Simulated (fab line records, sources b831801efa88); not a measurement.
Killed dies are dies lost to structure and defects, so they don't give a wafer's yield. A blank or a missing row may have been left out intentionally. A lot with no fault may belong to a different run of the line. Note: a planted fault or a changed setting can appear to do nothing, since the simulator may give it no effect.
Which tool did it? :: flow sky130 :: 10 lots, 30 wafers sampled, at 2 steps of a route of 708

## WHAT THE GAUGES READ, wafer by wafer
SKY_VIA4_OVL_MEAS_11. Usual: VIA4_OVL -0.8 nm, standard deviation 1.5.
lot: L745
measured: day 43 17:43
on: overlay-01
VIA4_OVL (nm): 2.2 0.9 1.5
flag: 

lot: L746
measured: day 43 23:13
on: overlay-01
VIA4_OVL (nm): 0.3 -1.2 1.2
flag: 

lot: L747
measured: day 44 02:01
on: overlay-02
VIA4_OVL (nm): -1.5 -2.6 -3.8
flag: 

lot: L755
measured: day 46 07:29
on: overlay-01
VIA4_OVL (nm): -1.9 -1.1 -0.3
flag: 

lot: L757
measured: day 47 00:19
on: overlay-01
VIA4_OVL (nm): -0.3 -0.7 -2.9
flag: 

lot: L759
measured: day 47 04:43
on: overlay-01
VIA4_OVL (nm): 0.3 0.3 0.8
flag: 

lot: L761
measured: day 47 16:31
on: overlay-02
VIA4_OVL (nm): -1.0 -1.5 -2.4
flag: 

lot: L763
measured: day 48 04:35
on: overlay-01
VIA4_OVL (nm): -1.9 -1.8 -0.2
flag: 

lot: L764
measured: day 48 11:28
on: overlay-01
VIA4_OVL (nm): -1.6 -2.4 -1.2
flag: 

lot: L765
measured: day 48 13:49
on: overlay-02
VIA4_OVL (nm): -4.2 -2.2 -0.5
flag: 

## EACH LOT AND THE TOOL THAT RAN IT (in order: tool; ch and the chambers of the sampled wafers; start)
lot: L745
SKY_CAP2M_STRIP_14: plasmaAsher-02 ch 0,1, day 41 16:56

lot: L746
SKY_CAP2M_STRIP_14: plasmaAsher-02 ch 0, day 41 22:26

lot: L747
SKY_CAP2M_STRIP_14: plasmaAsher-04 ch 0,1, day 42 01:47

lot: L755
SKY_CAP2M_STRIP_14: plasmaAsher-02 ch 0,1, day 44 11:01

lot: L757
SKY_CAP2M_STRIP_14: plasmaAsher-03 ch 0,1, day 45 05:05

lot: L759
SKY_CAP2M_STRIP_14: plasmaAsher-02 ch 0,1, day 45 10:23

lot: L761
SKY_CAP2M_STRIP_14: plasmaAsher-02 ch 0,1, day 45 22:35

lot: L763
SKY_CAP2M_STRIP_14: plasmaAsher-04 ch 0,1, day 46 10:52

lot: L764
SKY_CAP2M_STRIP_14: plasmaAsher-04 ch 0,1, day 46 19:30

lot: L765
SKY_CAP2M_STRIP_14: plasmaAsher-03 ch 0,1, day 46 21:55
- SKY_CAP2M_STRIP_14: strips in O2/N2.

## AS READ BY THE TOOLS THEMSELVES (means over the sampled wafers that have a number; for cases with no such wafer, the mark the record gives instead)
SKY_CAP2M_STRIP_14. Usual: chamberPressureMTorr 1500.1 mTorr, standard deviation 1.3; drypumpMotorCurrentA 5.9 A, standard deviation 0.41; oesProductAu 0.710 a.u., standard deviation 0.0048; stripTimeToEndpointS 12.66 s, standard deviation 0.043.
lot: L745
tool: plasmaAsher-02
chamberPressureMTorr (mTorr): 1500.2
drypumpMotorCurrentA (A): 5.4
oesProductAu (a.u.): 0.711
stripTimeToEndpointS (s): 12.65
flag: 

lot: L746
tool: plasmaAsher-02
chamberPressureMTorr (mTorr): 1499.9
drypumpMotorCurrentA (A): 5.9
oesProductAu (a.u.): 0.714
stripTimeToEndpointS (s): 12.61
flag: 

lot: L747
tool: plasmaAsher-04
chamberPressureMTorr (mTorr): 1499.5
drypumpMotorCurrentA (A): 6.0
oesProductAu (a.u.): 0.711
stripTimeToEndpointS (s): 12.61
flag: 

lot: L755
tool: plasmaAsher-02
chamberPressureMTorr (mTorr): 1501.2
drypumpMotorCurrentA (A): 5.6
oesProductAu (a.u.): 0.713
stripTimeToEndpointS (s): 12.69
flag: 

lot: L757
tool: plasmaAsher-03
chamberPressureMTorr (mTorr): 1501.2
drypumpMotorCurrentA (A): 6.2
oesProductAu (a.u.): 0.710
stripTimeToEndpointS (s): 12.68
flag: 

lot: L759
tool: plasmaAsher-02
chamberPressureMTorr (mTorr): 1499.0
drypumpMotorCurrentA (A): 5.3
oesProductAu (a.u.): 0.716
stripTimeToEndpointS (s): 12.67
flag: 

lot: L761
tool: plasmaAsher-02
chamberPressureMTorr (mTorr): 1499.5
drypumpMotorCurrentA (A): 5.6
oesProductAu (a.u.): 0.705
stripTimeToEndpointS (s): 12.65
flag: 

lot: L763
tool: plasmaAsher-04
chamberPressureMTorr (mTorr): 1499.9
drypumpMotorCurrentA (A): 6.2
oesProductAu (a.u.): 0.712
stripTimeToEndpointS (s): 12.64
flag: 

lot: L764
tool: plasmaAsher-04
chamberPressureMTorr (mTorr): 1500.7
drypumpMotorCurrentA (A): 6.1
oesProductAu (a.u.): 0.713
stripTimeToEndpointS (s): 12.67
flag: 

lot: L765
tool: plasmaAsher-03
chamberPressureMTorr (mTorr): 1498.9
drypumpMotorCurrentA (A): 6.2
oesProductAu (a.u.): 0.707
stripTimeToEndpointS (s): 12.63
flag: 

## THE ANSWER, worked out from the rows above alone
Rule: a lot is off if the mean of its wafers that have a number lies more than 3 standard deviations from the usual mean. Also off: a lot with no number at a reading for which 4 or more lots have one. The other lots that the step has rows for count as sound. First the gauges in route order, then the tools' own readings, where a lot's mean is used as printed above. At the first step where some lot is off, the reading lying furthest off is the one used; lots without a number count as furthest.
None of the lots is off at any reading shown; this tells nothing.

## WHAT THE SIMULATOR PUT IN
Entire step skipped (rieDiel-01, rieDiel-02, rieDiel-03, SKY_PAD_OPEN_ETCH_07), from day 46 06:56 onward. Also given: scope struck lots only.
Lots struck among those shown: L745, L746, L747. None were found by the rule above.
